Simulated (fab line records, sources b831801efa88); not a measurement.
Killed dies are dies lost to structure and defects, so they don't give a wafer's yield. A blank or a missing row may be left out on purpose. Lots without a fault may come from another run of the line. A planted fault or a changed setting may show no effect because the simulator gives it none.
fab line records | flow sky130
record lots=11 wafers=33 last_day=49
route steps=708 shown GATE_OXIDE@200 LDD_P@263 LDD_HVN@275 PAD_OPEN@708
lots that met no fault: from a run of the same line without faults
start_h: hours from the record's first day to the start of the lot's first wafer shown | wait_h: hours since the lot's step before | " the same as in the row above | L1.1+2: a row that stands for several wafers | - no value, or no start given | * or withheld: withheld | < > ~ a bound
route shown NAME@n: a module of which the file shows steps, and the number in the route of the first | usual: mean/standard deviation of fault-free wafers | same: alike in all rows | chamber/n: place in a boat | sites: the reading at each site | _std_site: their standard deviation | _edge_site: outer sites' mean less inner sites' | radius_mm: how far each site lies from the wafer's centre | mask NAME#n: copy n | behind: the tool/chamber that last shaped the wafer | hold: why the lot was held/for how many hours/how that ended | device: the transistor (n, p or np) that didn't switch | end of line: the same wafers' tests at the end of the route | a step without rows: its recipe alone | killed: dies lost to structure and defects at the first sort, not the wafer's yield | map: a wafer's dies, x killed, . not, _ none there
set.NAME: the setting as run; set.NAME@STEP: as run at that earlier step | model.NAME: the simulator's own value behind a step, which no gauge read
steps of the route over a sample of lots; a table a step, a row a wafer
services: from which hour (start_h, from the record's first day; less than 0 if before it) a tool's chamber was out of use, for how many hours, and why
## steps
# step SKY_GATE_OXIDE_STRIP_13
# recipe chemistry=O2/N2 power_w=1400 pressure_mtorr=1500 platen_temp_c=withheld o2_flow_sccm=3000 n2_flow_sccm=300 overash_fraction=0.5
# usual chamber_pressure_mTorr=1499.9/1.4 drypump_motor_current_A=5.7/0.52 oes_product_au=0.716/0.0049 strip_time_to_endpoint_s=14.18/0.044
# columns lot.wafer tool chamber start_h wait_h chamber_pressure_mTorr drypump_motor_current_A oes_product_au rf_hours_counter_h strip_time_to_endpoint_s
L696.2 plasma_asher-02 0 310.63 0.0 1502.3 5.3 0.726 18 14.18
L696.3 " 1 " " 1499.8 5.7 0.721 - 14.16
L696.6 " 1 " " 1499.2 5.7 0.724 - 14.21
L700.3 plasma_asher-01 0 341.15 0.0 1500.4 5.3 0.713 - 14.16
L700.4 " 1 " " 1499.7 5.6 0.713 - 14.09
L700.5 " 0 " " 1499.4 5.2 0.715 - 14.14
L701.2 plasma_asher-03 0 343.19 0.0 1499.7 6.7 0.715 51 14.16
L701.3 " 1 " " 1499.4 5.5 0.721 - 14.20
L701.6 " 1 " " 1499.8 5.5 0.710 - 14.17
L703.2 plasma_asher-03 0 361.66 0.0 1500.3 6.7 0.716 52 14.18
L703.3 " 1 " " 1501.2 5.5 0.716 - 14.22
L703.6 " 1 " " 1497.2 5.5 0.717 - 14.17
L707.2 plasma_asher-01 1 396.92 0.0 1500.9 5.6 0.720 71 14.19
L707.3 " 1 " " 1497.7 5.6 0.716 - 14.22
L707.4 " 0 " " 1499.6 5.3 0.710 - 14.17
L709.1 plasma_asher-01 0 418.47 0.0 1502.3 5.3 0.731 73 14.17
L709.4 " 0 " " 1498.8 5.3 0.716 - 14.14
L709.6 " 0 " " 1498.4 5.2 0.716 - 14.14
L710.2 plasma_asher-03 0 428.21 0.0 1498.1 6.7 0.710 59 14.19
L710.3 " 0 " " 1500.6 6.6 0.707 - 14.21
L710.5 " 0 " " 1500.3 6.6 0.719 - 14.23
L711.2 plasma_asher-03 1 434.07 0.0 1499.7 5.5 0.726 60 14.13
L711.4 " 1 " " 1501.1 5.5 0.722 - 14.19
L711.6 " 0 " " 1499.5 6.7 0.714 - 14.21
L713.2 plasma_asher-03 1 452.62 0.0 1499.4 5.5 0.716 62 14.14
L713.4 " 1 " " 1499.8 5.5 0.706 - 14.15
L713.6 " 0 " " 1500.8 6.7 0.716 - 14.13
L714.2 plasma_asher-01 1 461.24 0.0 1497.2 5.6 0.711 3 14.23
L714.4 " 1 " " 1501.1 5.6 0.714 - 14.23
L714.6 " 1 " " 1501.7 5.6 0.709 - 14.21
L716.1 plasma_asher-03 0 482.19 0.0 1499.3 6.7 0.720 65 14.18
L716.3 " 1 " " 1500.4 5.5 0.718 - 14.17
L716.4 " 0 " " 1498.6 6.7 0.716 - 14.20
# step SKY_LDD_P_OVL_MEAS_08
# usual LDD_P_OVL=-0.8/1.3
# columns lot.wafer tool chamber start_h wait_h LDD_P_OVL[nm]
L696.2 overlay-02 - 435.76 0.1 -1.5
L696.3 " - " " -2.5
L696.6 " - " " -2.2
L701.2 overlay-02 - 469.02 0.1 -0.1
L701.3 " - " " -1.4
L701.6 " - " " 0.2
L700.3 overlay-02 - 472.41 0.1 -1.2
L700.4 " - " " -3.1
L700.5 " - " " -2.2
L703.2 overlay-01 - 489.46 0.1 -1.3
L703.3 " - " " -1.9
L703.6 " - " " -2.0
L707.2 overlay-01 - 531.72 0.1 -1.1
L707.3 " - " " -0.5
L707.4 " - " " -0.1
L709.1 overlay-02 - 548.05 0.1 0.7
L709.4 " - " " -1.4
L709.6 " - " " -0.2
L710.2 overlay-01 - 559.37 0.1 -0.1
L710.3 " - " " 0.0
L710.5 " - " " -0.9
L711.2 overlay-01 - 565.00 0.1 -0.1
L711.4 " - " " 0.6
L711.6 " - " " -1.2
L713.2 overlay-02 - 583.27 0.1 -2.6
L713.4 " - " " -3.3
L713.6 " - " " -3.0
L714.2 overlay-01 - 591.31 0.1 -0.7
L714.4 " - " " -0.2
L714.6 " - " " 0.4
L716.1 overlay-02 - 609.05 0.1 -1.3
L716.3 " - " " -2.1
L716.4 " - " " -1.1
# step SKY_LDD_P_STRIP_10
# recipe chemistry=O2/N2 power_w=1400 pressure_mtorr=1500 platen_temp_c=withheld o2_flow_sccm=3000 n2_flow_sccm=300 overash_fraction=0.5
# usual chamber_pressure_mTorr=1500.1/1.5 drypump_motor_current_A=5.8/0.51 oes_product_au=0.716/0.0042 strip_time_to_endpoint_s=14.19/0.043
# columns lot.wafer tool chamber start_h wait_h chamber_pressure_mTorr drypump_motor_current_A oes_product_au rf_hours_counter_h strip_time_to_endpoint_s
L696.2 plasma_asher-01 0 435.94 0.1 1497.3 5.3 0.714 0 14.20
L696.3 " 0 " " 1500.8 5.2 0.719 - 14.20
L696.6 " 0 " " 1498.6 5.3 0.714 - 14.20
L701.2 plasma_asher-03 0 469.20 0.1 1500.8 6.6 0.714 63 14.24
L701.3 " 0 " " 1499.7 6.6 0.710 - 14.22
L701.6 " 1 " " 1500.4 5.6 0.709 - 14.26
L700.3 plasma_asher-03 1 472.62 0.1 1499.9 5.5 0.724 - 14.21
L700.4 " 0 " " 1501.7 6.6 0.722 - 14.21
L700.5 " 0 " " 1498.7 6.6 0.723 - 14.19
L703.2 plasma_asher-03 0 489.64 0.1 1501.1 6.7 0.726 65 14.25
L703.3 " 0 " " 1496.7 6.7 0.719 - 14.25
L703.6 " 1 " " 1497.7 5.5 0.719 - 14.24
L707.2 plasma_asher-01 0 531.90 0.1 1500.2 5.2 0.719 9 14.21
L707.3 " 1 " " 1500.1 5.6 0.715 - 14.16
L707.4 " 0 " " 1502.4 5.3 0.711 - 14.17
L709.1 plasma_asher-03 0 548.23 0.1 1500.3 6.6 0.723 72 14.17
L709.4 " 1 " " 1501.2 5.5 0.714 - 14.15
L709.6 " 1 " " 1501.0 5.6 0.715 - 14.18
L710.2 plasma_asher-01 1 559.55 0.1 1498.3 5.6 0.711 12 14.18
L710.3 " 1 " " 1500.2 5.6 0.712 - 14.16
L710.5 " 0 " " 1499.9 5.3 0.714 - 14.14
L711.2 plasma_asher-02 1 565.18 0.1 1501.9 5.7 0.714 40 14.22
L711.4 " 1 " " 1501.6 5.7 0.719 - 14.22
L711.6 " 0 " " 1499.1 5.3 0.711 - 14.17
L713.2 plasma_asher-02 0 583.45 0.1 1499.9 5.3 0.708 42 14.12
L713.4 " 1 " " 1498.0 5.7 0.717 - 14.15
L713.6 " 1 " " 1500.2 5.7 0.716 - 14.14
L714.2 plasma_asher-03 1 591.49 0.1 1500.9 5.5 0.712 76 14.18
L714.4 " 1 " " 1498.9 5.5 0.715 - 14.19
L714.6 " 0 " " 1498.8 6.6 0.725 - 14.17
L716.1 plasma_asher-02 0 609.23 0.1 1500.4 5.3 0.715 45 14.13
L716.3 " 0 " " 1501.6 5.3 0.716 - 14.18
L716.4 " 1 " " 1497.8 5.7 0.715 - 14.20
# step SKY_LDD_HVN_IMPLANT_08
# recipe species=P energy_kev=60 dose_cm2=3e+13 tilt_deg=40
# usual beam_energy_keV=59.998/0.02 beam_on_s=9.97/0.2
# columns lot.wafer tool chamber start_h wait_h beam_energy_keV beam_on_s
L696.2 implanter-03 0 466.41 0.0 60.003 10.11
L696.3 " 0 " " 60.022 9.65
L696.6 " 0 " " 60.016 10.04
L701.2 implanter-01 0 498.99 0.0 60.015 9.79
L701.3 " 0 " " 60.016 9.89
L701.6 " 0 " " 60.010 9.64
L700.3 implanter-01 0 503.41 0.1 59.976 9.77
L700.4 " 0 " " 60.016 10.09
L700.5 " 0 " " 60.005 9.72
L703.2 implanter-03 0 519.91 0.0 59.959 10.37
L703.3 " 0 " " 60.001 10.18
L703.6 " 0 " " 60.005 10.22
L707.2 implanter-01 0 561.86 0.0 67.752 10.17
L707.3 " 0 " " 67.757 9.72
L707.4 " 0 " " 67.760 9.75
L709.1 implanter-01 0 578.07 0.0 67.739 10.07
L709.4 " 0 " " 67.735 10.16
L709.6 " 0 " " 67.763 10.03
L710.2 implanter-04 0 589.74 0.0 60.007 9.99
L710.3 " 0 " " 60.041 9.78
L710.5 " 0 " " 60.003 9.69
L711.2 implanter-04 0 594.96 0.0 60.015 10.07
L711.4 " 0 " " 59.999 10.00
L711.6 " 0 " " 60.004 10.18
L713.2 implanter-04 0 613.30 0.0 60.018 10.11
L713.4 " 0 " " 59.982 10.00
L713.6 " 0 " " 59.988 9.90
L714.2 implanter-03 0 620.64 0.0 59.957 9.93
L714.4 " 0 " " 59.998 9.95
L714.6 " 0 " " 59.998 10.14
L716.1 implanter-03 0 637.82 0.0 60.022 9.81
L716.3 " 0 " " 60.013 9.77
L716.4 " 0 " " 59.992 10.14
# step SKY_LDD_HVN_TW_MEAS_10
# usual LDD_HVN_TW=1445/9.6
# columns lot.wafer tool chamber start_h wait_h LDD_HVN_TW
L696.2 film_metro-02 - 466.64 0.1 1440
L696.3 " - " " 1441
L696.6 " - " " 1448
L701.2 film_metro-02 - 499.22 0.1 1441
L701.3 " - " " 1439
L701.6 " - " " 1443
L700.3 film_metro-02 - 503.63 0.1 1435
L700.4 " - " " 1435
L700.5 " - " " 1440
L703.2 film_metro-01 - 520.14 0.1 1442
L703.3 " - " " 1446
L703.6 " - " " 1447
L707.2 film_metro-02 - 562.09 0.1 1492
L707.3 " - " " 1489
L707.4 " - " " 1489
L709.1 film_metro-02 - 578.32 0.1 1488
L709.4 " - " " 1482
L709.6 " - " " 1489
L710.2 film_metro-01 - 589.97 0.1 1451
L710.3 " - " " 1449
L710.5 " - " " 1461
L711.2 film_metro-02 - 595.19 0.1 1432
L711.4 " - " " 1444
L711.6 " - " " 1438
L713.2 film_metro-03 - 613.53 0.1 1428
L713.4 " - " " 1432
L713.6 " - " " 1434
L714.2 film_metro-02 - 620.87 0.1 1439
L714.4 " - " " 1447
L714.6 " - " " 1451
L716.1 film_metro-01 - 638.07 0.1 1452
L716.3 " - " " 1454
L716.4 " - " " 1449
# step SKY_PAD_OPEN_PROBE_99
# usual killed_at_M0_to_M3=43/7 killed_at_M4_up=3.1/2 killed_at_contacts=24/5.3 killed_at_front_end=15/4.2 killed_at_other=0.4/0.66 killed_dies=86/9.5 killed_on_rim=17/3.9 killed_open=47/7.4 killed_short=38/6.2
# same gross_dies=492 killed_at_back_side=0
# columns lot.wafer tool chamber start_h wait_h killed_at_M0_to_M3 killed_at_M4_up killed_at_contacts killed_at_front_end killed_at_other killed_dies killed_on_rim killed_open killed_short
L696.2 prober-01 - 1074.82 0.1 44 7 27 9 0 87 14 41 46
L696.3 prober-01 - 1074.87 0.2 45 6 23 12 0 86 27 48 38
L696.6 prober-01 - 1075.02 0.2 45 2 19 14 0 80 13 54 26
L701.2 prober-01 - 1098.44 0.1 39 3 36 14 0 92 19 50 42
L701.3 prober-01 - 1098.49 0.2 52 1 33 19 0 105 24 50 55
L701.6 prober-01 - 1098.64 0.2 41 2 21 11 0 75 19 44 31
L700.3 prober-02 - 1101.80 0.2 50 5 20 15 0 90 14 50 40
L700.4 prober-02 - 1101.85 0.2 46 6 23 24 0 99 21 50 48
L700.5 prober-02 - 1101.90 0.2 48 4 22 10 1 85 12 44 41
L703.2 prober-01 - 1113.99 0.1 34 6 26 6 1 73 24 44 29
L703.3 prober-01 - 1114.04 0.2 34 3 19 16 0 72 17 31 40
L703.6 prober-01 - 1114.19 0.2 45 4 27 16 0 92 12 61 31
L707.2 prober-02 - 1139.60 0.1 29 4 17 19 1 70 12 27 43
L707.3 prober-02 - 1139.65 0.2 40 2 20 15 0 77 18 44 33
L707.4 prober-02 - 1139.70 0.2 43 4 17 19 1 84 17 42 42
L709.1 prober-01 - 1150.07 0.1 35 2 17 15 0 69 19 41 28
L709.4 prober-01 - 1150.22 0.2 39 3 27 9 1 79 11 50 28
L709.6 prober-01 - 1150.32 0.2 39 7 23 7 0 76 16 42 34
L710.2 prober-02 - 1159.27 0.1 52 0 19 15 2 88 13 46 42
L710.3 prober-02 - 1159.32 0.2 39 4 23 19 0 85 18 44 41
L710.5 prober-02 - 1159.42 0.2 48 1 28 16 0 93 21 59 34
L711.2 prober-01 - 1160.69 0.1 46 1 32 16 0 95 21 51 44
L711.4 prober-01 - 1160.79 0.2 47 1 23 13 0 84 19 43 41
L711.6 prober-01 - 1160.89 0.2 35 0 25 12 0 72 13 41 31
L713.2 prober-01 - 1172.40 0.1 55 4 19 14 0 92 13 51 40
L713.4 prober-01 - 1172.50 0.2 46 3 21 15 0 85 18 43 42
L713.6 prober-01 - 1172.60 0.2 34 2 25 18 0 79 14 49 30
L714.2 prober-02 - 1177.40 0.1 42 3 33 17 0 95 19 52 42
L714.4 prober-02 - 1177.50 0.2 57 3 18 11 1 90 14 47 43
L714.6 prober-02 - 1177.60 0.2 40 2 17 17 0 76 14 33 40
L716.1 prober-02 - 1185.02 0.1 31 2 24 16 1 74 20 40 33
L716.3 prober-02 - 1185.12 0.2 47 3 28 20 1 99 23 52 46
L716.4 prober-02 - 1185.17 0.2 51 3 24 21 0 99 17 58 41
# killed by level:class
L696.2 CONTACT:geometric_particle:open=11 CONTACT:geometric_particle:short=8 METAL1:geometric_particle:short=7 VIA1:geometric_particle:open=7 VIA2:geometric_particle:open=7 LI_CONTACT:geometric_particle:open=6 METAL2:geometric_particle:short=6 VIA1:geometric_particle:short=5
L696.3 LI_CONTACT:geometric_particle:open=10 VIA1:geometric_particle:open=8 METAL4:geometric_particle:short=6 VIA3:geometric_particle:open=6 LI_CONTACT:geometric_particle:short=5 METAL1:geometric_particle:open=5 METAL2:geometric_particle:short=5 VIA2:geometric_particle:open=5
L696.6 VIA1:geometric_particle:open=15 CONTACT:geometric_particle:open=9 VIA2:geometric_particle:open=9 LI_CONTACT:geometric_particle:open=7 FIELD_ISO:geometric_particle:open=5 METAL2:geometric_particle:short=5 FIELD_ISO:geometric_particle:short=4 METAL3:geometric_particle:short=3
L701.2 LI_CONTACT:geometric_particle:open=14 CONTACT:geometric_particle:short=9 CONTACT:geometric_particle:open=9 VIA2:geometric_particle:open=8 VIA1:geometric_particle:open=7 VIA1:geometric_particle:short=5 FIELD_ISO:geometric_particle:short=4 POLY_GATE:geometric_particle:short=4
L701.3 VIA1:geometric_particle:short=12 VIA1:geometric_particle:open=12 POLY_GATE:geometric_particle:open=8 LI_CONTACT:geometric_particle:open=8 CONTACT:geometric_particle:short=8 CONTACT:geometric_particle:open=8 METAL2:geometric_particle:short=6 FIELD_ISO:geometric_particle:short=5
L701.6 CONTACT:geometric_particle:open=10 VIA1:geometric_particle:short=9 VIA1:geometric_particle:open=8 LI_CONTACT:geometric_particle:open=6 POLY_GATE:geometric_particle:open=5 VIA2:geometric_particle:open=5 VIA3:geometric_particle:open=4 CONTACT:geometric_particle:short=4
L700.3 VIA1:geometric_particle:open=14 CONTACT:geometric_particle:open=9 VIA1:geometric_particle:short=9 VIA2:geometric_particle:open=8 FIELD_ISO:geometric_particle:open=5 CONTACT:geometric_particle:short=5 VIA3:geometric_particle:open=5 FIELD_ISO:geometric_particle:short=4
L700.4 VIA2:geometric_particle:open=10 POLY_GATE:geometric_particle:short=7 VIA1:geometric_particle:open=7 CONTACT:geometric_particle:short=6 POLY_GATE:geometric_particle:open=6 METAL2:geometric_particle:short=6 FIELD_ISO:geometric_particle:short=5 LI_CONTACT:geometric_particle:open=5
L700.5 VIA1:geometric_particle:open=13 VIA2:geometric_particle:open=7 VIA3:geometric_particle:open=7 METAL2:geometric_particle:short=6 LI_CONTACT:geometric_particle:open=5 LOCAL_INTERCONNECT:geometric_particle:short=5 CONTACT:geometric_particle:short=4 CONTACT:geometric_particle:open=4
L703.2 CONTACT:geometric_particle:open=13 VIA1:geometric_particle:open=10 METAL2:geometric_particle:short=7 LI_CONTACT:geometric_particle:open=5 METAL4:geometric_particle:short=5 CONTACT:geometric_particle:short=4 VIA3:geometric_particle:open=4 LI_CONTACT:geometric_particle:short=3
L703.3 FIELD_ISO:geometric_particle:short=6 CONTACT:geometric_particle:open=6 VIA1:geometric_particle:open=6 METAL2:geometric_particle:short=6 VIA3:geometric_particle:open=5 LOCAL_INTERCONNECT:geometric_particle:short=4 VIA1:geometric_particle:short=4 VIA2:geometric_particle:open=4
L703.6 VIA1:geometric_particle:open=11 LI_CONTACT:geometric_particle:open=10 CONTACT:geometric_particle:open=9 VIA2:geometric_particle:open=7 FIELD_ISO:geometric_particle:open=5 VIA3:geometric_particle:open=5 VIA1:geometric_particle:short=5 POLY_GATE:geometric_particle:short=4
L707.2 FIELD_ISO:geometric_particle:short=7 METAL1:geometric_particle:short=6 VIA3:geometric_particle:open=6 LOCAL_INTERCONNECT:geometric_particle:short=5 LI_CONTACT:geometric_particle:open=4 CONTACT:geometric_particle:short=4 VIA1:geometric_particle:short=4 METAL2:geometric_particle:short=4
L707.3 METAL2:geometric_particle:short=8 VIA3:geometric_particle:open=8 VIA1:geometric_particle:open=7 LI_CONTACT:geometric_particle:open=7 FIELD_ISO:geometric_particle:open=5 CONTACT:geometric_particle:open=5 METAL1:geometric_particle:short=4 LOCAL_INTERCONNECT:geometric_particle:short=4
L707.4 VIA1:geometric_particle:open=14 POLY_GATE:geometric_particle:open=5 METAL3:geometric_particle:short=5 VIA1:geometric_particle:short=5 CONTACT:geometric_particle:short=4 CONTACT:geometric_particle:open=4 METAL1:geometric_particle:short=4 VIA3:geometric_particle:open=4
L709.1 VIA3:geometric_particle:open=8 VIA1:geometric_particle:open=8 CONTACT:geometric_particle:open=6 VIA2:geometric_particle:open=6 LI_CONTACT:geometric_particle:open=5 POLY_GATE:geometric_particle:open=4 CONTACT:geometric_particle:short=4 METAL1:geometric_particle:short=4
L709.4 CONTACT:geometric_particle:open=10 VIA1:geometric_particle:open=8 VIA3:geometric_particle:open=8 LI_CONTACT:geometric_particle:open=7 METAL1:geometric_particle:short=6 VIA2:geometric_particle:open=4 POLY_GATE:geometric_particle:open=3 LOCAL_INTERCONNECT:geometric_particle:short=3
L709.6 CONTACT:geometric_particle:open=11 VIA1:geometric_particle:open=7 METAL2:geometric_particle:short=6 VIA2:geometric_particle:open=6 VIA3:geometric_particle:open=5 FIELD_ISO:geometric_particle:open=4 LI_CONTACT:geometric_particle:open=4 LOCAL_INTERCONNECT:geometric_particle:short=4
L710.2 VIA1:geometric_particle:open=15 CONTACT:geometric_particle:open=7 VIA1:geometric_particle:short=7 FIELD_ISO:geometric_particle:short=6 LOCAL_INTERCONNECT:geometric_particle:short=6 METAL1:geometric_particle:short=6 VIA2:geometric_particle:open=6 FIELD_ISO:geometric_particle:open=5
L710.3 VIA1:geometric_particle:open=9 LI_CONTACT:geometric_particle:open=8 VIA2:geometric_particle:open=7 POLY_GATE:geometric_particle:short=6 CONTACT:geometric_particle:short=6 FIELD_ISO:geometric_particle:open=4 METAL1:geometric_particle:short=4 METAL3:geometric_particle:short=4
L710.5 VIA3:geometric_particle:open=12 VIA2:geometric_particle:open=9 LI_CONTACT:geometric_particle:open=8 CONTACT:geometric_particle:open=8 VIA1:geometric_particle:open=8 FIELD_ISO:geometric_particle:open=4 LOCAL_INTERCONNECT:geometric_particle:short=4 VIA1:geometric_particle:short=4
L711.2 LI_CONTACT:geometric_particle:open=10 CONTACT:geometric_particle:open=9 VIA3:geometric_particle:open=7 VIA1:geometric_particle:short=7 VIA2:geometric_particle:open=7 METAL1:geometric_particle:short=6 VIA1:geometric_particle:open=6 FIELD_ISO:geometric_particle:open=4
L711.4 LI_CONTACT:geometric_particle:open=9 VIA2:geometric_particle:open=9 METAL1:geometric_particle:short=8 VIA1:geometric_particle:open=8 VIA3:geometric_particle:short=6 FIELD_ISO:geometric_particle:short=5 CONTACT:geometric_particle:open=5 LOCAL_INTERCONNECT:geometric_particle:short=5
L711.6 LI_CONTACT:geometric_particle:open=8 VIA3:geometric_particle:open=8 CONTACT:geometric_particle:short=7 CONTACT:geometric_particle:open=7 VIA1:geometric_particle:open=5 VIA2:geometric_particle:short=4 VIA2:geometric_particle:open=4 METAL3:geometric_particle:short=4
L713.2 VIA1:geometric_particle:open=19 VIA3:geometric_particle:open=8 CONTACT:geometric_particle:open=8 VIA2:geometric_particle:open=7 METAL2:geometric_particle:short=6 METAL1:geometric_particle:short=5 POLY_GATE:geometric_particle:short=4 VIA1:geometric_particle:short=4
L713.4 METAL1:geometric_particle:short=12 VIA1:geometric_particle:open=10 CONTACT:geometric_particle:short=7 CONTACT:geometric_particle:open=5 VIA3:geometric_particle:open=5 METAL2:geometric_particle:short=5 FIELD_ISO:geometric_particle:short=4 LI_CONTACT:geometric_particle:open=4
L713.6 CONTACT:geometric_particle:open=13 VIA1:geometric_particle:open=11 VIA2:geometric_particle:open=8 POLY_GATE:geometric_particle:open=5 FIELD_ISO:geometric_particle:open=4 LOCAL_INTERCONNECT:geometric_particle:short=4 METAL1:geometric_particle:short=4 POLY_GATE:geometric_particle:short=3
L714.2 LI_CONTACT:geometric_particle:open=17 VIA2:geometric_particle:open=10 CONTACT:geometric_particle:short=7 VIA3:geometric_particle:open=6 FIELD_ISO:geometric_particle:short=5 POLY_GATE:geometric_particle:short=5 VIA1:geometric_particle:short=5 VIA1:geometric_particle:open=5
L714.4 VIA1:geometric_particle:open=10 METAL2:geometric_particle:short=8 METAL3:geometric_particle:short=8 VIA3:geometric_particle:open=7 LI_CONTACT:geometric_particle:open=6 CONTACT:geometric_particle:open=6 METAL1:geometric_particle:short=6 VIA2:geometric_particle:open=5
L714.6 VIA1:geometric_particle:short=8 METAL1:geometric_particle:short=6 VIA1:geometric_particle:open=6 CONTACT:geometric_particle:short=5 CONTACT:geometric_particle:open=5 VIA2:geometric_particle:open=5 POLY_GATE:geometric_particle:short=4 POLY_GATE:geometric_particle:open=4
L716.1 CONTACT:geometric_particle:open=8 VIA2:geometric_particle:open=7 LOCAL_INTERCONNECT:geometric_particle:short=6 VIA1:geometric_particle:open=6 FIELD_ISO:geometric_particle:short=5 LI_CONTACT:geometric_particle:open=5 CONTACT:geometric_particle:short=5 VIA3:geometric_particle:open=5
L716.3 CONTACT:geometric_particle:open=10 LI_CONTACT:geometric_particle:open=9 VIA1:geometric_particle:open=9 POLY_GATE:geometric_particle:short=7 VIA3:geometric_particle:open=7 VIA1:geometric_particle:short=6 LOCAL_INTERCONNECT:geometric_particle:short=6 METAL2:geometric_particle:short=6
L716.4 VIA1:geometric_particle:open=12 LI_CONTACT:geometric_particle:open=8 VIA3:geometric_particle:open=8 VIA2:geometric_particle:open=7 FIELD_ISO:geometric_particle:open=6 VIA1:geometric_particle:short=6 CONTACT:geometric_particle:open=6 METAL1:geometric_particle:short=5
## services
# columns tool chamber start_h hours kind
plasma_asher-03 - 298.33 0.4 repair
implanter-03 - 299.83 3.0 repair
plasma_asher-03 - 300.21 1.9 repair
plasma_asher-02 - 311.71 8.1 repair
plasma_asher-01 - 321.14 3.2 repair
plasma_asher-02 - 329.38 4.0 pm
implanter-01 - 345.99 1.9 repair
implanter-01 - 346.06 5.4 repair
implanter-01 - 359.43 2.2 repair
plasma_asher-03 - 376.92 0.8 repair
plasma_asher-03 - 379.36 1.3 repair
implanter-03 - 406.73 11.7 pm
plasma_asher-01 - 421.25 9.0 pm
implanter-03 - 459.02 6.3 repair
plasma_asher-01 - 480.96 14.6 pm
implanter-03 - 488.87 6.2 repair
implanter-01 - 518.52 4.4 pm
plasma_asher-02 - 523.35 11.1 repair
implanter-03 - 532.85 2.6 repair
plasma_asher-03 - 569.07 1.4 repair
plasma_asher-02 - 578.45 1.5 repair
plasma_asher-03 - 625.50 5.5 repair
implanter-03 - 627.89 1.0 repair
plasma_asher-03 - 630.99 2.8 pm
## key
first_sign step=SKY_LDD_HVN_IMPLANT_08 reading=beam_energy_keV direction=up sigmas=99+ usual=* struck=*
effect step=SKY_LDD_HVN_TW_MEAS_10 reading=LDD_HVN_TW direction=up sigmas=4.5 usual=1445 struck=1488
met_at SKY_LDD_HVN_IMPLANT_08
struck_lots L707,L709
tester_left_out L707,L709
not_acting_at SKY_GATE_OXIDE_STRIP_13,SKY_LDD_P_OVL_MEAS_08,SKY_LDD_P_STRIP_10
onset_between 503.41 561.86
fault kind=process_parameter_drift tool=implanter-01 chamber=- onset_h=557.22 steps=SKY_LDD_HVN_IMPLANT_08 channel=energy_kev offset=* shape=step end_h=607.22 acts_in=* stated=*
# tester_left_out: of these lots the tester's yield and bins aren't shown, on N5 and GAA mostly nor the transistor test; their killed dies are dies lost to structure and defects alone, not to doping, threshold or leakage, so they don't give the yield
